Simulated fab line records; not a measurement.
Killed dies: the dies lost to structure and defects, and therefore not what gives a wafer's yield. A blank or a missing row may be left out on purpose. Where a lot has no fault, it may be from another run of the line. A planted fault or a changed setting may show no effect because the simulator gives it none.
A sampling plan put to the test :: flow sky130 :: one fab line, 22 faults that these records tell of, each judged on the records of the lots that it struck
Plan = the line's own looks (route steps where a gauge or an inspection reads the wafer without altering it). A look is open to judgement when struck wafers have a number at it and the file gives its usual mean and standard deviation on fault-free wafers. Caught: 4 or more of those standard deviations (sigma) separate the usual mean from the mean of the struck wafers at a look after the fault's first step. On the tool: the fault's steps, tested the same way using the tool's own readings. Another recipe on the struck wafers, or a record that is blank for them alone, also counts as caught.

== THE FAULTS, as the simulator had put them in ==
1. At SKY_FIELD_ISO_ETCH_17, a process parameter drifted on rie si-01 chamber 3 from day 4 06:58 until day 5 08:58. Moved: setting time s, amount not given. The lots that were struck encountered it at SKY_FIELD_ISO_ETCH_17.
2. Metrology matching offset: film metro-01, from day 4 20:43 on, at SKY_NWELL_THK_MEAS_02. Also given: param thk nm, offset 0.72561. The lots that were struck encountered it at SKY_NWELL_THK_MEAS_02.
3. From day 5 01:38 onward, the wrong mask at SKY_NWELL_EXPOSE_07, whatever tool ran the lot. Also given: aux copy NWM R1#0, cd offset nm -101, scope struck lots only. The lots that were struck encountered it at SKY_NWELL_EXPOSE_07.
4. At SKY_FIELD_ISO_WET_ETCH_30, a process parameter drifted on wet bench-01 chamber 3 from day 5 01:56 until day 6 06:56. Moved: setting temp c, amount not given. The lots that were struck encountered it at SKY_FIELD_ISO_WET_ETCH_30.
5. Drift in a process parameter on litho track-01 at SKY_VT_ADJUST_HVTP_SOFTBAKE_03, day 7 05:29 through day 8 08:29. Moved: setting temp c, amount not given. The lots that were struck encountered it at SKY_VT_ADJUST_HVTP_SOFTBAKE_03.
6. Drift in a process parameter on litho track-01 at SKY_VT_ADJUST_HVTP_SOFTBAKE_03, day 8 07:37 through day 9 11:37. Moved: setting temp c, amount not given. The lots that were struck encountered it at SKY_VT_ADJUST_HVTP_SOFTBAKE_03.
7. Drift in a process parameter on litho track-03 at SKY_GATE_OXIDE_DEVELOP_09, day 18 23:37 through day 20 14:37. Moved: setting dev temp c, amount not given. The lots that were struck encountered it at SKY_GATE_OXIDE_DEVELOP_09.
8. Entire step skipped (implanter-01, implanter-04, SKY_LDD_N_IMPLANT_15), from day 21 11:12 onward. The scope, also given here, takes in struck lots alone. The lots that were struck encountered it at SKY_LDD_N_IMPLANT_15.
9. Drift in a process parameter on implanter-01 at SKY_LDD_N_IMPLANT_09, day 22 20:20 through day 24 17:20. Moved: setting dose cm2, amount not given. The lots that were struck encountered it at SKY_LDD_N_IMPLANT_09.
10. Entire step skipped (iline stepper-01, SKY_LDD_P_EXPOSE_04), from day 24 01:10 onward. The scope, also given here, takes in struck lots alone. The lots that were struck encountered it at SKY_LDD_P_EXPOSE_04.
11. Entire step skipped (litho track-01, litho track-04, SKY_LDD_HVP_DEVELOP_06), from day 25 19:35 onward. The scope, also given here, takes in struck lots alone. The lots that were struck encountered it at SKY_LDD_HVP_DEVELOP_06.
12. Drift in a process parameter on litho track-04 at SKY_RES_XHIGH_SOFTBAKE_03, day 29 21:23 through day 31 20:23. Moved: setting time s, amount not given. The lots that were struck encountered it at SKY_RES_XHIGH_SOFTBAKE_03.
13. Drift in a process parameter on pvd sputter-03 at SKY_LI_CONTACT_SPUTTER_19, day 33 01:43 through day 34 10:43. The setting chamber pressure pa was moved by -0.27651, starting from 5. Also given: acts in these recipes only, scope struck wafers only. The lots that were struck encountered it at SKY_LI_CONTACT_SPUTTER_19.
14. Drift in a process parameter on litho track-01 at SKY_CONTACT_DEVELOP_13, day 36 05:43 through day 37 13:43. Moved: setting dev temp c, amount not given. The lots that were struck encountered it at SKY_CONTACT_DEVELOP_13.
15. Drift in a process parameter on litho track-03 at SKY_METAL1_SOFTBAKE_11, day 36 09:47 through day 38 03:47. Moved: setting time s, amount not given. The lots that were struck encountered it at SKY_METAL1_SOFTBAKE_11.
16. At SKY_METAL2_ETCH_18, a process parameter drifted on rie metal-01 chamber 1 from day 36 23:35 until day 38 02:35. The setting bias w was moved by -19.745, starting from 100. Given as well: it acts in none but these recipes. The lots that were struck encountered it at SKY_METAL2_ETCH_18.
17. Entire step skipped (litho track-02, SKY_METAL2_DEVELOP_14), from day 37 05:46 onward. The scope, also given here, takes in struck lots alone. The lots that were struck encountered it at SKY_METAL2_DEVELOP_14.
18. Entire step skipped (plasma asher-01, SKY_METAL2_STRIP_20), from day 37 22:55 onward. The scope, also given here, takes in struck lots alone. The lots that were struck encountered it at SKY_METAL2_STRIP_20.
19. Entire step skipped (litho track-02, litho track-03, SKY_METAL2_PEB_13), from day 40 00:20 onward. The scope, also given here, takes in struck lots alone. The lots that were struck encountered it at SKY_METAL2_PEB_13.
20. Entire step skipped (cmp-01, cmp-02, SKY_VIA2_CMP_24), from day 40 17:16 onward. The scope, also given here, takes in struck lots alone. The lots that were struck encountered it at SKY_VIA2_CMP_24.
21. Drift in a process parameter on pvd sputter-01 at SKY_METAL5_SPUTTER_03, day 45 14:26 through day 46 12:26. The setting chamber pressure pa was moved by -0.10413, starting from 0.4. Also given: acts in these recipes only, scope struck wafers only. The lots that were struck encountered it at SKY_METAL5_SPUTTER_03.
22. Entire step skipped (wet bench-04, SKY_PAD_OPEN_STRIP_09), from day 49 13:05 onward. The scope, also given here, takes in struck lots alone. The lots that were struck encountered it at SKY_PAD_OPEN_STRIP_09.

== WHAT THE PLAN SAW ==
fault: 1
on the tool itself: run length s +21 sigma
first look that catches it: none of the 3 looks that can be judged after it
reading, sigma: -
median hours from its first step to that look: -
hours from the fault's start to the first struck lot there: -
judged looks passed uncaught: 3

fault: 2
on the tool itself: NWELL_OXIDATION_THK +4.6 sigma
first look that catches it: no look after it can be judged
reading, sigma: -
median hours from its first step to that look: -
hours from the fault's start to the first struck lot there: -
judged looks passed uncaught: 0

fault: 3
on the tool itself: no reading that can be judged
first look that catches it: none of the 2 looks that can be judged after it
reading, sigma: -
median hours from its first step to that look: -
hours from the fault's start to the first struck lot there: -
judged looks passed uncaught: 2

fault: 4
on the tool itself: temp c +99 or beyond sigma
first look that catches it: not the one look that can be judged after it
reading, sigma: -
median hours from its first step to that look: -
hours from the fault's start to the first struck lot there: -
judged looks passed uncaught: 1

fault: 5
on the tool itself: heater power total W +66 sigma
first look that catches it: not the one look that can be judged after it
reading, sigma: -
median hours from its first step to that look: -
hours from the fault's start to the first struck lot there: -
judged looks passed uncaught: 1

fault: 6
on the tool itself: heater power total W +13 sigma
first look that catches it: not the one look that can be judged after it
reading, sigma: -
median hours from its first step to that look: -
hours from the fault's start to the first struck lot there: -
judged looks passed uncaught: 1

fault: 7
on the tool itself: developer temp C -9.1 sigma
first look that catches it: no look after it can be judged
reading, sigma: -
median hours from its first step to that look: -
hours from the fault's start to the first struck lot there: -
judged looks passed uncaught: 0

fault: 8
on the tool itself: the tool's record is blank for the struck wafers
first look that catches it: no look after it can be judged
reading, sigma: -
median hours from its first step to that look: -
hours from the fault's start to the first struck lot there: -
judged looks passed uncaught: 0

fault: 9
on the tool itself: dose ions cm2 +25 sigma
first look that catches it: no look after it can be judged
reading, sigma: -
median hours from its first step to that look: -
hours from the fault's start to the first struck lot there: -
judged looks passed uncaught: 0

fault: 10
on the tool itself: no reading that can be judged
first look that catches it: no look after it can be judged
reading, sigma: -
median hours from its first step to that look: -
hours from the fault's start to the first struck lot there: -
judged looks passed uncaught: 0

fault: 11
on the tool itself: the tool's record is blank for the struck wafers
first look that catches it: no look after it can be judged
reading, sigma: -
median hours from its first step to that look: -
hours from the fault's start to the first struck lot there: -
judged looks passed uncaught: 0

fault: 12
on the tool itself: run length s +68 sigma
first look that catches it: no look after it can be judged
reading, sigma: -
median hours from its first step to that look: -
hours from the fault's start to the first struck lot there: -
judged looks passed uncaught: 0

fault: 13
on the tool itself: chamber pressure pa -28 sigma
first look that catches it: not the one look that can be judged after it
reading, sigma: -
median hours from its first step to that look: -
hours from the fault's start to the first struck lot there: -
judged looks passed uncaught: 1

fault: 14
on the tool itself: developer temp C +5.3 sigma
first look that catches it: not the one look that can be judged after it
reading, sigma: -
median hours from its first step to that look: -
hours from the fault's start to the first struck lot there: -
judged looks passed uncaught: 1

fault: 15
on the tool itself: run length s -50 sigma
first look that catches it: no look after it can be judged
reading, sigma: -
median hours from its first step to that look: -
hours from the fault's start to the first struck lot there: -
judged looks passed uncaught: 0

fault: 16
on the tool itself: bias w -61 sigma
first look that catches it: not the one look that can be judged after it
reading, sigma: -
median hours from its first step to that look: -
hours from the fault's start to the first struck lot there: -
judged looks passed uncaught: 1

fault: 17
on the tool itself: the tool's record is blank for the struck wafers
first look that catches it: no look after it can be judged
reading, sigma: -
median hours from its first step to that look: -
hours from the fault's start to the first struck lot there: -
judged looks passed uncaught: 0

fault: 18
on the tool itself: the tool's record is blank for the struck wafers
first look that catches it: no look after it can be judged
reading, sigma: -
median hours from its first step to that look: -
hours from the fault's start to the first struck lot there: -
judged looks passed uncaught: 0

fault: 19
on the tool itself: no reading that can be judged
first look that catches it: no look after it can be judged
reading, sigma: -
median hours from its first step to that look: -
hours from the fault's start to the first struck lot there: -
judged looks passed uncaught: 0

fault: 20
on the tool itself: the tool's record is blank for the struck wafers
first look that catches it: no look after it can be judged
reading, sigma: -
median hours from its first step to that look: -
hours from the fault's start to the first struck lot there: -
judged looks passed uncaught: 0

fault: 21
on the tool itself: chamber pressure pa -99 or beyond sigma
first look that catches it: no look after it can be judged
reading, sigma: -
median hours from its first step to that look: -
hours from the fault's start to the first struck lot there: -
judged looks passed uncaught: 0

fault: 22
on the tool itself: the tool's record is blank for the struck wafers
first look that catches it: not the one look that can be judged after it
reading, sigma: -
median hours from its first step to that look: -
hours from the fault's start to the first struck lot there: -
judged looks passed uncaught: 1
A dash: the fault isn't caught, or these records don't give the number.

Caught at a look: 0 of 22. Caught on the tool: 19 of 22. By one or the other: 19 of 22.
Faults caught by the tool alone: 1, 2, 4, 5, 6, 7, 8, 9, 11, 12, 13, 14, 15, 16, 17, 18, 20, 21, 22.
Caught by neither: faults 3, 10, 19.
